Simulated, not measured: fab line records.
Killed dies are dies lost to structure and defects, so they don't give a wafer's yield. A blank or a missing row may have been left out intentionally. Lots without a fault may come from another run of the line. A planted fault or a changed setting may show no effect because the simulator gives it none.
Comparing a struck lot with a sound one + flow sky130 + 17 out of 708 route steps
Sound: wafers L683.1, L683.3, L683.5. Struck: wafers L685.1, L685.3, L685.4. The cause is named last.
For every step that has rows: the tool of each side, followed by ch and its chambers, followed by its first start. Under that, the readings that differ: sound wafers + struck wafers + difference of the means + sigmas: that difference in standard deviations of wafers without a fault.
alike: a reading whose means differ by less than 2 such deviations, as well as words and numbers matching on both sides. not compared: withheld readings; readings where some wafer has no value; bounds like >300 that might hide an equal value; numbers whose values overlap and for which the record gives no deviation.
A row with sigmas, a row that says differs or no value, or rows on one side alone: a step with any of these is where the two part. Non-overlapping numbers with no deviation appear without sigmas and do not part them. A reading missing from all wafers of one side parts the sides only when that side holds two or more wafers.

SKY_LDD_HVN_OVL_MEAS_07:
  sound: overlay-01 at day 20 22:58; struck: overlay-01 at day 22 01:49
  alike: LDD_HVN_OVL
then, 1 step without rows for these wafers: SKY_LDD_HVN_IMPLANT_08.
SKY_LDD_HVN_STRIP_09: strips in O2/N2.
  sound on plasma asher-01 ch 0,1, day 20 23:09; struck on plasma asher-01 ch 0,1, day 22 01:59
  alike: drypump motor current A, o2 flow sccm, oes product au, strip time to endpoint s
  not compared: rf hours counter h
SKY_LDD_HVN_TW_MEAS_10:
  sound: film metro-02 at day 20 23:15; struck: film metro-02 at day 22 02:05
  alike: LDD_HVN_TW
then, 7 steps without rows for these wafers: SKY_LDD_HVP_DEHYDRATE_00 (time 60 s); SKY_LDD_HVP_HMDS_01 (prime time 60 s); SKY_LDD_HVP_COAT_02 (resist thk 300 nm); SKY_LDD_HVP_SOFTBAKE_03 (time 60 s); SKY_LDD_HVP_EXPOSE_04 (exposes mask HVPTM, target cd 700 nm); SKY_LDD_HVP_PEB_05; SKY_LDD_HVP_DEVELOP_06 (develop time 60 s).
SKY_LDD_HVP_OVL_MEAS_07:
  sound: overlay-01 at day 22 06:19; struck: overlay-02 at day 23 08:56
  alike: LDD_HVP_OVL
SKY_LDD_HVP_IMPLANT_08:
  sound on implanter-03 ch 0, day 22 06:20; struck on implanter-02 ch 0, day 23 09:17
  alike: tilt deg
SKY_LDD_HVP_STRIP_09: strips in O2/N2.
  sound on plasma asher-04 ch 0, day 22 06:29; struck on plasma asher-03 ch 0,1, day 23 09:26
  alike: drypump motor current A, o2 flow sccm, oes product au, strip time to endpoint s
  not compared: rf hours counter h
SKY_LDD_HVP_TW_MEAS_10:
  sound: film metro-01 at day 22 06:35; struck: film metro-01 at day 23 09:34
| reading    | sound       | struck      | difference | sigmas |
|------------|-------------|-------------|------------|--------|
| LDD_HVP_TW | 458 460 459 | 566 568 568 | +108       | +27    |
then, 1 step without rows for these wafers: SKY_LDD_LDN_DEHYDRATE_00 (time 60 s).
-- here the record skips 24 days between the struck wafers' starts before and after, leaving off in module LDD_LDN and picking up in module PAD_OPEN (first step shown: number 708 of the route) --
SKY_PAD_OPEN_PROBE_99:
  sound: prober-01 at day 46 10:41; struck: prober-01 at day 47 00:36
| reading                                   | sound                   | struck                 | difference | sigmas |
|-------------------------------------------|-------------------------|------------------------|------------|--------|
| model.etest.tip_p_5v.rs ohm sq            | 2874 2866 2884          | 1744 1750 1748         | -1127      |        |
| model.etest.pfet g5v0d10v5.r on ohm um    | 4820 4799 4827          | 4422 4419 4507         | -366       |        |
| model.etest.pfet g5v0d10v5.drive ua um    | 333.8 332.3 335.5       | 369.1 370.9 365.2      | +34.5      |        |
| model.etest.res pdiff hv.rs ohm sq        | 194.5 194 196.4         | 187.5 187.3 187.3      | -7.6       |        |
| model.etest.pfet g5v0d10v5.off log10 a um | -12.52 -12.78 -12.49    | -10.84 -10.98 -11.28   | +1.56      |        |
| model.etest.ring_5v.delay ps              | 45.06 45.54 44.86       | 44.24 43.45 44.3       | -1.16      |        |
| model.etest.pfet g5v0d10v5.vt sat v (V)   | -0.6304 -0.6642 -0.6219 | -0.4915 -0.501 -0.5368 | +0.1291    |        |
  alike: killed_at_M0_to_M3, killed_at_M4_up, killed at contacts, killed at front end, killed at other, killed dies, killed on rim, killed open, killed short
  not compared: model.etest.tip_p_5v.rs ohm sq range

WHERE THEY PART
Only at SKY_LDD_HVP_TW_MEAS_10, as far as this record shows. Later steps at which nothing parts them and some readings are alike: SKY_PAD_OPEN_PROBE_99.

WHY: whatever the simulator had introduced
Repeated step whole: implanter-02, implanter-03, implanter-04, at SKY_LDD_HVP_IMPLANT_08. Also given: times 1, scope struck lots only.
